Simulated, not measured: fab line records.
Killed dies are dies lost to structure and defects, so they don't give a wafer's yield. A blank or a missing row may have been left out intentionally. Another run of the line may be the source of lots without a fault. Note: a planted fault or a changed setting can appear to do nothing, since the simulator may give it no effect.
fab line records	flow sky130
record: lots: 6	wafers: 18	last-day: 50
route steps=708 shown LDD_N@239 LDD_P@255 LDD_HVN@267 LDD_HVP@278 PAD_OPEN@708
lots that met no fault: taken from a fault-free run of the same line
start-h: hours from the record's first day to the start of the lot's first wafer shown	wait-h: time in hours since the lot's previous step	" as in the row above	L1.1+2: one row covering several wafers at once	- no value present, or no start provided	* or withheld: withheld	< > ~ a bound
route shown NAME@n: NAME is a module with steps in the file, n the number in the route of the first one	usual: mean/standard deviation taken from wafers without a fault	same: alike in all rows	chamber/n: place in a boat	sites: readings site by site	_std_site: standard deviation of those values	_edge_site: inner sites' mean taken away from outer sites' mean	radius-mm: for every site, how far away it sits from the centre of the wafer	mask NAME#n: copy n	behind: the most recent tool/chamber to have shaped the wafer	hold: the reason the lot was held/the length of the hold in hours/how it ended	device: the transistor (n, p or np) that didn't switch	end of line: the tests these same wafers got at the end of their route	a step given without rows: its recipe and nothing more	killed: not the wafer's yield, but the dies lost to structure and defects at the first sort	map: dies across one wafer; x = killed, . = not, _ = none there
set.NAME: the setting that was run; set.NAME@STEP: the one run at that earlier step	model.NAME: the simulator's own value behind a step, which no gauge read
lots at selected steps of the route; one table per step, one row per wafer
services: from which hour (start-h, from the record's first day; less than 0 if before it) a tool's chamber was out of use, for how many hours, and why
== steps ==
step: SKY_LDD_N_COAT_02
recipe: resist: NOVOLAK	spin-rpm: 3000	resist-thk-nm: 300
step: SKY_LDD_N_SOFTBAKE_03
recipe: temp-c: 90	time-s: 60	resist: NOVOLAK
step: SKY_LDD_N_EXPOSE_04
recipe: mask-id: NTM	target-cd-nm: 840	na: 0.6	source-shape: conventional	sigma-outer: 0.6	dose-mj: 110
step: SKY_LDD_N_PEB_05
recipe: temp-c: withheld	time-s: *	resist: NOVOLAK
step: SKY_LDD_N_DEVELOP_06
recipe: develop-time-s: 60	dev-temp-c: 23
step: SKY_LDD_N_OVL_MEAS_07
usual: LDD_N_OVL: 0.6/1.2
lot.wafer	tool	chamber	start-h	wait-h	LDD_N_OVL[nm]
L651.1	overlay-01	-	429.48	0.1	-0.1
L651.2	"	-	"	"	-1.6
L651.6	"	-	"	"	-0.4
L657.4	overlay-02	-	469.68	0.1	0.3
L657.5	"	-	"	"	2.5
L657.6	"	-	"	"	2.4
L662.1	overlay-01	-	514.73	0.1	0.0
L662.2	"	-	"	"	0.1
L662.6	"	-	"	"	-1.9
L664.2	overlay-02	-	532.32	0.1	1.6
L664.3	"	-	"	"	0.8
L664.5	"	-	"	"	-0.6
L670.1	overlay-02	-	573.94	0.1	0.7
L670.3	"	-	"	"	0.6
L670.4	"	-	"	"	1.0
L673.2	overlay-01	-	604.57	0.1	0.9
L673.5	"	-	"	"	2.3
L673.6	"	-	"	"	0.8
step: SKY_LDD_N_IMPLANT_08
recipe: species: As	energy-kev: 20	dose-cm2: 7.5e+13	tilt-deg: withheld	rotation-deg: 23
step: SKY_LDD_N_IMPLANT_09
recipe: species: As	energy-kev: 20	dose-cm2: 7.5e+13	tilt-deg: withheld	rotation-deg: 113
step: SKY_LDD_N_IMPLANT_10
recipe: species: As	energy-kev: 20	dose-cm2: 7.5e+13	tilt-deg: withheld	rotation-deg: 203
step: SKY_LDD_N_IMPLANT_11
recipe: species: As	energy-kev: 20	dose-cm2: 7.5e+13	tilt-deg: withheld	rotation-deg: 293
step: SKY_LDD_N_IMPLANT_12
recipe: species: BF2	energy-kev: 50	dose-cm2: 5e+12	tilt-deg: 30	rotation-deg: 0
step: SKY_LDD_N_IMPLANT_13
recipe: species: BF2	energy-kev: 50	dose-cm2: 5e+12	tilt-deg: 30	rotation-deg: 90
step: SKY_LDD_N_IMPLANT_14
recipe: species: BF2	energy-kev: 50	dose-cm2: 5e+12	tilt-deg: 30	rotation-deg: 180
lot.wafer	tool	chamber	start-h	wait-h
L651.1+2+6	implanter-02	0	430.41	0.1
L657.4+5+6	implanter-03	0	470.68	0.1
L662.1+2+6	implanter-03	0	515.66	0.1
L664.2+3+5	implanter-03	0	533.28	0.1
L670.1+3+4	implanter-02	0	574.88	0.1
L673.2+5+6	implanter-04	0	605.53	0.1
step: SKY_LDD_N_IMPLANT_15
recipe: species: BF2	energy-kev: 50	dose-cm2: 5e+12	tilt-deg: 30	rotation-deg: 270
step: SKY_LDD_N_STRIP_16
recipe: chemistry: O2/N2	power-w: 1400	pressure-mtorr: 1500	platen-temp-c: withheld	o2-flow-sccm: 3000	n2-flow-sccm: 300	overash-fraction: 0.5
usual: drypump-motor-current-A: 5.7/0.4	oes-product-au: 0.407/0.0044	strip-time-to-endpoint-s: 4.317/0.015
lot.wafer	tool	chamber	start-h	wait-h	drypump-motor-current-A	oes-product-au	rf-hours-counter-h	strip-time-to-endpoint-s
L651.1	plasma-asher-01	1	430.71	0.1	5.7	0.412	30	4.317
L651.2	"	0	"	"	5.8	0.406	30	4.305
L651.6	"	1	"	"	5.7	0.404	-	4.317
L657.4	plasma-asher-02	0	470.93	0.1	6.3	0.400	-	4.301
L657.5	"	0	"	"	6.3	0.402	-	4.313
L657.6	"	1	"	"	5.2	0.406	-	4.299
L662.1	plasma-asher-04	1	515.96	0.1	5.7	0.400	80	4.339
L662.2	"	0	"	"	5.3	0.405	80	4.335
L662.6	"	1	"	"	5.6	0.403	-	4.321
L664.2	plasma-asher-02	1	533.55	0.1	5.2	0.400	11	4.287
L664.3	"	0	"	"	6.3	0.406	-	4.300
L664.5	"	1	"	"	5.2	0.406	-	4.302
L670.1	plasma-asher-02	0	575.18	0.1	6.3	0.404	15	4.312
L670.3	"	1	"	"	5.2	0.400	-	4.325
L670.4	"	0	"	"	6.4	0.412	-	4.316
L673.2	plasma-asher-01	1	605.80	0.1	5.7	0.407	49	4.348
L673.5	"	0	"	"	5.8	0.400	-	4.351
L673.6	"	1	"	"	5.7	0.408	-	4.344
step: SKY_LDD_N_TW_MEAS_17
usual: LDD_N_TW: 2579/23
lot.wafer	tool	chamber	start-h	wait-h	LDD_N_TW
L651.1	film-metro-02	-	430.81	0.1	2551
L651.2	"	-	"	"	2555
L651.6	"	-	"	"	2576
L657.4	film-metro-04	-	471.03	0.1	2610
L657.5	"	-	"	"	2584
L657.6	"	-	"	"	2609
L662.1	film-metro-03	-	516.06	0.1	2585
L662.2	"	-	"	"	2591
L662.6	"	-	"	"	2594
L664.2	film-metro-02	-	533.66	0.1	2540
L664.3	"	-	"	"	2556
L664.5	"	-	"	"	2545
L670.1	film-metro-03	-	575.28	0.1	2599
L670.3	"	-	"	"	2607
L670.4	"	-	"	"	2597
L673.2	film-metro-03	-	605.91	0.1	2576
L673.5	"	-	"	"	2590
L673.6	"	-	"	"	2574
step: SKY_LDD_P_DEHYDRATE_00
recipe: temp-c: 200	time-s: 60
step: SKY_LDD_P_HMDS_01
recipe: prime-time-s: 60	prime-temp-c: 120
step: SKY_LDD_P_COAT_02
recipe: resist: NOVOLAK	spin-rpm: 3000	resist-thk-nm: 1140
step: SKY_LDD_P_SOFTBAKE_03
recipe: temp-c: 90	time-s: 60	resist: NOVOLAK
step: SKY_LDD_P_EXPOSE_04
recipe: mask-id: PSDM	na: 0.6	source-shape: conventional	sigma-outer: 0.6	polarization: unpolarized	target-cd-nm: 380	dose-mj: 138
step: SKY_LDD_P_PEB_05
recipe: temp-c: withheld	time-s: *	resist: NOVOLAK
step: SKY_LDD_P_DEVELOP_06
recipe: resist: NOVOLAK	developer: TMAH	develop-time-s: 60	dev-temp-c: 23
step: SKY_LDD_P_CD_MEAS_07
recipe: target-cd-nm: 380
usual: cd-nm: 379.7/2.9
lot.wafer	tool	chamber	start-h	wait-h	cd-nm
L651.1	cd-sem-01	-	461.76	0.1	382.9
L651.2	"	-	"	"	382.9
L651.6	"	-	"	"	383.4
L657.4	cd-sem-01	-	501.72	0.1	377.0
L657.5	"	-	"	"	376.6
L657.6	"	-	"	"	376.9
L662.1	cd-sem-02	-	545.91	0.1	376.3
L662.2	"	-	"	"	375.0
L662.6	"	-	"	"	375.9
L664.2	cd-sem-02	-	563.46	0.1	382.5
L664.3	"	-	"	"	379.8
L664.5	"	-	"	"	384.2
L670.1	cd-sem-01	-	604.55	0.1	383.5
L670.3	"	-	"	"	383.7
L670.4	"	-	"	"	384.5
L673.2	cd-sem-02	-	634.77	0.1	378.5
L673.5	"	-	"	"	377.8
L673.6	"	-	"	"	376.9
step: SKY_LDD_P_OVL_MEAS_08
usual: LDD_P_OVL: 0.2/1.4
lot.wafer	tool	chamber	start-h	wait-h	LDD_P_OVL[nm]
L651.1	overlay-01	-	461.88	0.1	-0.5
L651.2	"	-	"	"	-1.5
L651.6	"	-	"	"	-0.5
L657.4	overlay-01	-	501.80	0.1	-1.5
L657.5	"	-	"	"	1.2
L657.6	"	-	"	"	2.4
L662.1	overlay-01	-	546.03	0.1	-0.3
L662.2	"	-	"	"	-0.9
L662.6	"	-	"	"	-0.2
L664.2	overlay-01	-	563.57	0.1	0.0
L664.3	"	-	"	"	2.4
L664.5	"	-	"	"	-0.5
L670.1	overlay-01	-	604.67	0.1	-0.8
L670.3	"	-	"	"	0.5
L670.4	"	-	"	"	-1.4
L673.2	overlay-02	-	634.88	0.1	2.7
L673.5	"	-	"	"	1.8
L673.6	"	-	"	"	0.7
step: SKY_LDD_P_IMPLANT_09
recipe: species: BF2	energy-kev: 25	dose-cm2: 1e+13	tilt-deg: withheld
step: SKY_LDD_P_STRIP_10
recipe: chemistry: O2/N2	power-w: 1400	pressure-mtorr: 1500	platen-temp-c: withheld	o2-flow-sccm: 3000	n2-flow-sccm: 300	overash-fraction: 0.5
usual: drypump-motor-current-A: 5.7/0.38	oes-product-au: 0.715/0.0046	strip-time-to-endpoint-s: 14.19/0.038
lot.wafer	tool	chamber	start-h	wait-h	drypump-motor-current-A	oes-product-au	rf-hours-counter-h	strip-time-to-endpoint-s
L651.1	plasma-asher-04	0	462.07	0.1	5.3	0.718	74	14.17
L651.2	"	1	"	"	5.6	0.716	74	14.16
L651.6	"	1	"	"	5.6	0.711	-	14.16
L657.4	plasma-asher-03	1	502.00	0.1	5.7	0.710	-	14.17
L657.5	"	1	"	"	5.7	0.709	-	14.19
L657.6	"	0	"	"	6.0	0.718	-	14.20
L662.1	plasma-asher-03	1	546.22	0.1	5.7	0.705	71	14.23
L662.2	"	0	"	"	6.0	0.715	71	14.26
L662.6	"	1	"	"	5.7	0.709	-	14.21
L664.2	plasma-asher-02	1	563.75	0.1	5.2	0.713	14	14.20
L664.3	"	1	"	"	5.2	0.706	-	14.20
L664.5	"	1	"	"	5.2	0.711	-	14.15
L670.1	plasma-asher-03	1	604.86	0.1	5.7	0.716	75	14.24
L670.3	"	1	"	"	5.7	0.713	-	14.23
L670.4	"	0	"	"	6.0	0.715	-	14.19
L673.2	plasma-asher-02	1	635.06	0.1	5.3	0.714	22	14.21
L673.5	"	0	"	"	6.3	0.714	-	14.20
L673.6	"	1	"	"	5.2	0.707	-	14.20
step: SKY_LDD_P_TW_MEAS_11
usual: LDD_P_TW: 639.7/2.5
lot.wafer	tool	chamber	start-h	wait-h	LDD_P_TW
L651.1	film-metro-01	-	462.17	0.1	638.4
L651.2	"	-	"	"	641.1
L651.6	"	-	"	"	643.7
L657.4	film-metro-03	-	502.10	0.1	635.3
L657.5	"	-	"	"	631.7
L657.6	"	-	"	"	632.5
L662.1	film-metro-04	-	546.32	0.1	638.4
L662.2	"	-	"	"	639.7
L662.6	"	-	"	"	642.9
L664.2	film-metro-01	-	563.86	0.1	638.8
L664.3	"	-	"	"	637.2
L664.5	"	-	"	"	643.2
L670.1	film-metro-04	-	604.96	0.1	638.9
L670.3	"	-	"	"	641.7
L670.4	"	-	"	"	640.9
L673.2	film-metro-01	-	635.17	0.1	643.2
L673.5	"	-	"	"	639.1
L673.6	"	-	"	"	640.9
step: SKY_LDD_HVN_DEHYDRATE_00
recipe: temp-c: 200	time-s: 60
step: SKY_LDD_HVN_HMDS_01
recipe: prime-time-s: 60	prime-temp-c: 120
step: SKY_LDD_HVN_COAT_02
recipe: resist: NOVOLAK	spin-rpm: 3000	resist-thk-nm: 300
step: SKY_LDD_HVN_SOFTBAKE_03
recipe: temp-c: 90	time-s: 60	resist: NOVOLAK
step: SKY_LDD_HVN_EXPOSE_04
recipe: mask-id: HVNTM	na: 0.6	source-shape: conventional	sigma-outer: 0.6	polarization: unpolarized	target-cd-nm: 700	dose-mj: 127
step: SKY_LDD_HVN_PEB_05
recipe: temp-c: withheld	time-s: *	resist: NOVOLAK
step: SKY_LDD_HVN_DEVELOP_06
recipe: resist: NOVOLAK	developer: TMAH	develop-time-s: 60	dev-temp-c: 23
step: SKY_LDD_HVN_OVL_MEAS_07
usual: LDD_HVN_OVL: -0.4/1.3
lot.wafer	tool	chamber	start-h	wait-h	LDD_HVN_OVL[nm]
L651.1	overlay-02	-	492.00	0.1	-1.3
L651.2	"	-	"	"	0.7
L651.6	"	-	"	"	-1.4
L657.4	overlay-02	-	532.52	0.1	0.5
L657.5	"	-	"	"	-1.5
L657.6	"	-	"	"	0.5
L662.1	overlay-02	-	576.36	0.1	-2.5
L662.2	"	-	"	"	-0.9
L662.6	"	-	"	"	-3.0
L664.2	overlay-02	-	593.78	0.1	-0.9
L664.3	"	-	"	"	-0.8
L664.5	"	-	"	"	-1.1
L670.1	overlay-01	-	633.85	0.1	0.4
L670.3	"	-	"	"	1.4
L670.4	"	-	"	"	-0.2
L673.2	overlay-01	-	663.11	0.1	-2.3
L673.5	"	-	"	"	0.4
L673.6	"	-	"	"	-2.0
step: SKY_LDD_HVN_IMPLANT_08
recipe: species: P	energy-kev: 60	dose-cm2: 3e+13	tilt-deg: 40
step: SKY_LDD_HVN_STRIP_09
recipe: chemistry: O2/N2	power-w: 1400	pressure-mtorr: 1500	platen-temp-c: withheld	o2-flow-sccm: 3000	n2-flow-sccm: 300	overash-fraction: 0.5
usual: drypump-motor-current-A: 5.71/0.19	oes-product-au: 0.408/0.0044	strip-time-to-endpoint-s: 4.137/0.014
lot.wafer	tool	chamber	start-h	wait-h	drypump-motor-current-A	oes-product-au	rf-hours-counter-h	strip-time-to-endpoint-s
L651.1	plasma-asher-01	0	492.19	0.1	5.77	0.410	37	4.153
L651.2	"	1	"	"	5.73	0.410	37	4.144
L651.6	"	0	"	"	5.78	0.402	-	4.144
L657.4	plasma-asher-01	1	532.72	0.1	5.74	0.405	-	4.153
L657.5	"	1	"	"	5.75	0.411	-	4.150
L657.6	"	0	"	"	5.76	0.419	-	4.163
L662.1	plasma-asher-01	1	576.55	0.1	5.74	0.413	46	4.136
L662.2	"	0	"	"	5.76	0.404	46	4.138
L662.6	"	0	"	"	5.78	0.408	-	4.129
L664.2	plasma-asher-03	0	593.96	0.1	5.96	0.404	74	4.154
L664.3	"	0	"	"	5.95	0.404	-	4.175
L664.5	"	1	"	"	5.67	0.410	-	4.144
L670.1	plasma-asher-04	1	634.04	0.1	5.66	0.405	92	4.122
L670.3	"	0	"	"	5.32	0.400	-	4.136
L670.4	"	1	"	"	5.63	0.412	-	4.142
L673.2	plasma-asher-04	0	663.29	0.1	5.32	0.410	95	4.142
L673.5	"	0	"	"	5.35	0.406	-	4.146
L673.6	"	1	"	"	5.66	0.412	-	4.129
step: SKY_LDD_HVN_TW_MEAS_10
usual: LDD_HVN_TW: 1434/15
lot.wafer	tool	chamber	start-h	wait-h	LDD_HVN_TW
L651.1	film-metro-01	-	492.29	0.1	1450
L651.2	"	-	"	"	1444
L651.6	"	-	"	"	1450
L657.4	film-metro-03	-	532.82	0.1	1455
L657.5	"	-	"	"	1452
L657.6	"	-	"	"	1445
L662.1	film-metro-02	-	576.65	0.1	1420
L662.2	"	-	"	"	1427
L662.6	"	-	"	"	1417
L664.2	film-metro-02	-	594.07	0.1	1417
L664.3	"	-	"	"	1414
L664.5	"	-	"	"	1407
L670.1	film-metro-01	-	634.14	0.1	1452
L670.3	"	-	"	"	1456
L670.4	"	-	"	"	1454
L673.2	film-metro-02	-	663.40	0.1	1426
L673.5	"	-	"	"	1432
L673.6	"	-	"	"	1428
step: SKY_LDD_HVP_DEHYDRATE_00
recipe: temp-c: 200	time-s: 60
step: SKY_LDD_HVP_HMDS_01
recipe: prime-time-s: 60	prime-temp-c: 120
step: SKY_LDD_HVP_COAT_02
recipe: resist: NOVOLAK	spin-rpm: 3000	resist-thk-nm: 300
step: SKY_PAD_OPEN_PROBE_99
usual: killed_at_M0_to_M3: 43/7.1	killed_at_M4_up: 3.3/2	killed-at-contacts: 24/5.1	killed-at-front-end: 15/4.6	killed-at-other: 0.3/0.6	killed-dies: 86/9.6	killed-open: 46/7.3	killed-short: 39/6.7
same: gross-dies: 492	killed-at-back-side: 0
lot.wafer	tool	chamber	start-h	wait-h	killed_at_M0_to_M3	killed_at_M4_up	killed-at-contacts	killed-at-front-end	killed-at-other	killed-dies	killed-open	killed-short	model.etest.nfet_01v8.drive-ua-um-range	model.etest.nfet_01v8_swapped.vt-sat-v	model.etest.nfet_01v8_swapped.vt-v	model.etest.nfet_01v8_lvt.vt-v	model.etest.nfet_01v8.vt-v	model.etest.nfet_01v8.vt-v-range	model.etest.nfet_01v8.vt-v-rim-less-centre
L651.1	prober-01	-	1099.14	0.1	45	3	20	20	1	89	32	56	13.27	0.6581	0.7055	0.6196	0.705	0.01041	0.00639
L651.2	prober-01	-	1099.19	0.1	34	3	19	13	1	70	35	35	8.23	0.6483	0.695	0.6133	0.6946	0.00982	-0.000223
L651.6	prober-01	-	1099.39	0.2	39	2	17	14	1	73	49	23	5.859	0.6483	0.6956	0.6022	0.6954	0.01352	0.009485
L657.4	prober-02	-	1125.58	0.2	45	4	34	7	0	90	49	41	8.248	0.6436	0.6938	0.6063	0.6935	0.008803	-0.001224
L657.5	prober-02	-	1125.63	0.2	46	4	26	3	0	79	45	34	7.308	0.645	0.6958	0.6045	0.6954	0.009252	-0.003469
L657.6	prober-02	-	1125.68	0.2	37	4	23	13	0	77	41	35	10.71	0.6458	0.697	0.6076	0.6969	0.01182	0.00335
L662.1	prober-01	-	1153.71	0.1	55	1	23	21	0	100	65	35	6.494	0.665	0.7098	0.6254	0.7093	0.009358	0.001909
L662.2	prober-01	-	1153.76	0.1	40	3	37	16	0	96	54	42	12.02	0.6267	0.6883	0.5972	0.689	0.0196	0.005707
L662.6	prober-01	-	1153.96	0.2	41	6	31	10	1	89	51	38	7.517	0.6623	0.7079	0.622	0.7074	0.01209	-0.002229
L664.2	prober-01	-	1162.19	0.1	31	2	23	21	1	78	38	39	16.61	0.627	0.6972	0.6055	0.6981	0.02549	0.007223
L664.3	prober-01	-	1162.24	0.2	38	2	24	9	2	75	46	27	7.721	0.6522	0.7045	0.6163	0.7049	0.007215	0.001242
L664.5	prober-01	-	1162.34	0.2	38	7	22	19	0	86	51	35	17.21	0.628	0.6933	0.6022	0.6937	0.02345	0.01118
L670.1	prober-01	-	1186.84	0.1	36	2	26	19	0	83	41	41	9.036	0.6477	0.698	0.6124	0.6977	0.01108	0.007479
L670.3	prober-01	-	1186.94	0.2	43	6	23	16	0	88	48	40	9.855	0.6556	0.7038	0.6157	0.7034	0.01178	0.003294
L670.4	prober-01	-	1186.99	0.2	43	2	24	18	0	87	40	47	8.54	0.6556	0.7016	0.6143	0.7008	0.01358	-0.002226
L673.2	prober-02	-	1202.70	0.1	47	3	24	16	1	91	49	41	6.264	0.6383	0.6873	0.6031	0.6867	0.007462	0.003316
L673.5	prober-02	-	1202.85	0.2	48	7	18	11	0	84	49	35	10.92	0.635	0.6887	0.599	0.6884	0.00999	-0.003733
L673.6	prober-02	-	1202.90	0.2	42	5	25	15	0	87	45	42	6.082	0.6345	0.6875	0.5977	0.6872	0.008788	-0.003011
killed by level:class
L651.1 METAL2:geometric-particle:short=10 POLY_GATE:geometric-particle:short=8 VIA1:geometric-particle:open=7 VIA1:geometric-particle:short=6 VIA2:geometric-particle:short=6 VIA2:geometric-particle:open=6 FIELD_ISO:geometric-particle:short=5 LOCAL_INTERCONNECT:geometric-particle:short=5
L651.2 CONTACT:geometric-particle:open=9 POLY_GATE:geometric-particle:short=6 METAL1:geometric-particle:short=6 VIA2:geometric-particle:open=6 METAL2:geometric-particle:short=5 VIA1:geometric-particle:open=5 LI_CONTACT:geometric-particle:open=4 CONTACT:geometric-particle:short=4
L651.6 VIA1:geometric-particle:open=15 VIA2:geometric-particle:open=9 LI_CONTACT:geometric-particle:open=6 CONTACT:geometric-particle:open=6 METAL1:geometric-particle:short=5 LOCAL_INTERCONNECT:geometric-particle:short=4 VIA3:geometric-particle:open=4 FIELD_ISO:geometric-particle:short=3
L657.4 LI_CONTACT:geometric-particle:open=10 VIA1:geometric-particle:open=8 CONTACT:geometric-particle:short=7 CONTACT:geometric-particle:open=7 VIA2:geometric-particle:open=7 LOCAL_INTERCONNECT:geometric-particle:short=6 METAL1:geometric-particle:short=6 VIA3:geometric-particle:short=5
L657.5 VIA1:geometric-particle:open=10 CONTACT:geometric-particle:open=10 METAL1:geometric-particle:short=9 LI_CONTACT:geometric-particle:open=9 VIA3:geometric-particle:open=6 METAL3:geometric-particle:short=5 METAL2:geometric-particle:short=4 LI_CONTACT:geometric-particle:short=3
L657.6 VIA1:geometric-particle:open=11 CONTACT:geometric-particle:open=9 LI_CONTACT:geometric-particle:open=7 METAL1:geometric-particle:short=6 VIA3:geometric-particle:open=6 LOCAL_INTERCONNECT:geometric-particle:short=4 VIA1:geometric-particle:short=4 METAL2:geometric-particle:short=3
L662.1 VIA1:geometric-particle:open=11 VIA2:geometric-particle:open=10 LI_CONTACT:geometric-particle:open=9 VIA3:geometric-particle:open=8 METAL1:geometric-particle:short=8 LOCAL_INTERCONNECT:geometric-particle:short=5 CONTACT:geometric-particle:open=5 FIELD_ISO:geometric-particle:short=4
L662.2 LI_CONTACT:geometric-particle:open=11 CONTACT:geometric-particle:open=11 LOCAL_INTERCONNECT:geometric-particle:short=8 VIA1:geometric-particle:open=7 VIA3:geometric-particle:open=7 METAL1:geometric-particle:short=5 VIA1:geometric-particle:short=5 FIELD_ISO:geometric-particle:short=4
L662.6 VIA1:geometric-particle:open=11 LI_CONTACT:geometric-particle:open=10 CONTACT:geometric-particle:open=9 VIA2:geometric-particle:open=8 LI_CONTACT:geometric-particle:short=4 LOCAL_INTERCONNECT:geometric-particle:short=4 CONTACT:geometric-particle:short=4 METAL1:geometric-particle:short=4
L664.2 POLY_GATE:geometric-particle:short=8 CONTACT:geometric-particle:open=7 VIA3:geometric-particle:open=7 LI_CONTACT:geometric-particle:open=6 CONTACT:geometric-particle:short=6 FIELD_ISO:geometric-particle:short=5 VIA1:geometric-particle:open=5 METAL2:geometric-particle:short=4
L664.3 VIA1:geometric-particle:open=10 VIA3:geometric-particle:open=9 CONTACT:geometric-particle:open=7 LI_CONTACT:geometric-particle:open=6 CONTACT:geometric-particle:short=5 LOCAL_INTERCONNECT:geometric-particle:short=4 METAL2:geometric-particle:short=4 VIA2:geometric-particle:open=4
L664.5 VIA1:geometric-particle:open=10 CONTACT:geometric-particle:open=10 POLY_GATE:geometric-particle:short=8 VIA2:geometric-particle:open=7 LI_CONTACT:geometric-particle:open=6 METAL4:geometric-particle:short=5 VIA3:geometric-particle:open=5 LOCAL_INTERCONNECT:geometric-particle:short=4
L670.1 VIA1:geometric-particle:open=14 CONTACT:geometric-particle:short=10 POLY_GATE:geometric-particle:short=6 CONTACT:geometric-particle:open=6 VIA2:geometric-particle:open=5 POLY_GATE:geometric-particle:open=4 LI_CONTACT:geometric-particle:open=4 LOCAL_INTERCONNECT:geometric-particle:short=4
L670.3 VIA1:geometric-particle:open=14 CONTACT:geometric-particle:open=8 LOCAL_INTERCONNECT:geometric-particle:short=7 VIA1:geometric-particle:short=6 METAL4:geometric-particle:short=5 FIELD_ISO:geometric-particle:short=4 FIELD_ISO:geometric-particle:open=4 VIA2:geometric-particle:open=4
L670.4 VIA1:geometric-particle:open=10 POLY_GATE:geometric-particle:short=9 METAL2:geometric-particle:short=8 CONTACT:geometric-particle:open=7 LI_CONTACT:geometric-particle:open=6 LOCAL_INTERCONNECT:geometric-particle:short=5 VIA1:geometric-particle:short=5 VIA2:geometric-particle:open=5
L673.2 VIA3:geometric-particle:open=12 CONTACT:geometric-particle:open=8 VIA1:geometric-particle:open=7 POLY_GATE:geometric-particle:short=6 METAL1:geometric-particle:short=6 VIA3:geometric-particle:short=6 CONTACT:geometric-particle:short=5 LOCAL_INTERCONNECT:geometric-particle:open=4
L673.5 VIA1:geometric-particle:open=14 VIA3:geometric-particle:open=12 VIA3:geometric-particle:short=7 CONTACT:geometric-particle:open=6 FIELD_ISO:geometric-particle:short=5 VIA2:geometric-particle:open=5 METAL4:geometric-particle:short=5 LI_CONTACT:geometric-particle:open=4
L673.6 LI_CONTACT:geometric-particle:open=11 METAL1:geometric-particle:short=8 VIA1:geometric-particle:open=7 CONTACT:geometric-particle:open=6 METAL2:geometric-particle:short=6 VIA2:geometric-particle:open=5 CONTACT:geometric-particle:short=5 VIA3:geometric-particle:open=5
== services ==
tool	chamber	start-h	hours	kind
plasma-asher-02	-	421.29	9.0	pm
plasma-asher-02	0	421.29	9.0	vent-cycle
plasma-asher-02	1	421.29	9.0	vent-cycle
plasma-asher-02	0	430.29	-	clean
plasma-asher-02	1	430.29	-	clean
plasma-asher-04	-	440.75	2.3	repair
plasma-asher-03	-	448.86	15.6	pm
implanter-02	-	455.16	2.1	repair
implanter-02	-	478.83	2.4	repair
implanter-04	-	500.14	1.8	repair
plasma-asher-02	-	537.13	1.7	repair
plasma-asher-03	-	544.52	1.1	repair
implanter-03	-	548.07	1.5	repair
implanter-04	-	549.53	1.7	repair
plasma-asher-03	-	558.08	22.2	repair
implanter-04	-	569.86	4.4	pm
implanter-04	-	625.06	4.4	pm
implanter-02	-	659.60	0.7	repair
== key ==
first-sign none at tools or gauges
model-effect: step: SKY_PAD_OPEN_PROBE_99	value: etest.nfet_01v8.drive-ua-um-range	without: 6.098	struck: 15.28
met-at SKY_LDD_N_IMPLANT_14
struck-wafers L662.2,L664.2,L664.5
tester-left-out L662,L664
onset-between 470.68 515.66
fault: kind: process-parameter-drift	tool: implanter-03	chamber: -	onset-h: 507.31	steps: SKY_LDD_N_IMPLANT_14	channel: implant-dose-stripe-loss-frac	offset: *	shape: step	end-h: 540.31	scope: struck-wafers-only
tester-left-out: of these lots the tester's yield and bins aren't shown, on N5 and GAA mostly nor the transistor test; their killed dies are dies lost to structure and defects alone, not to doping, threshold or leakage, so they don't give the yield
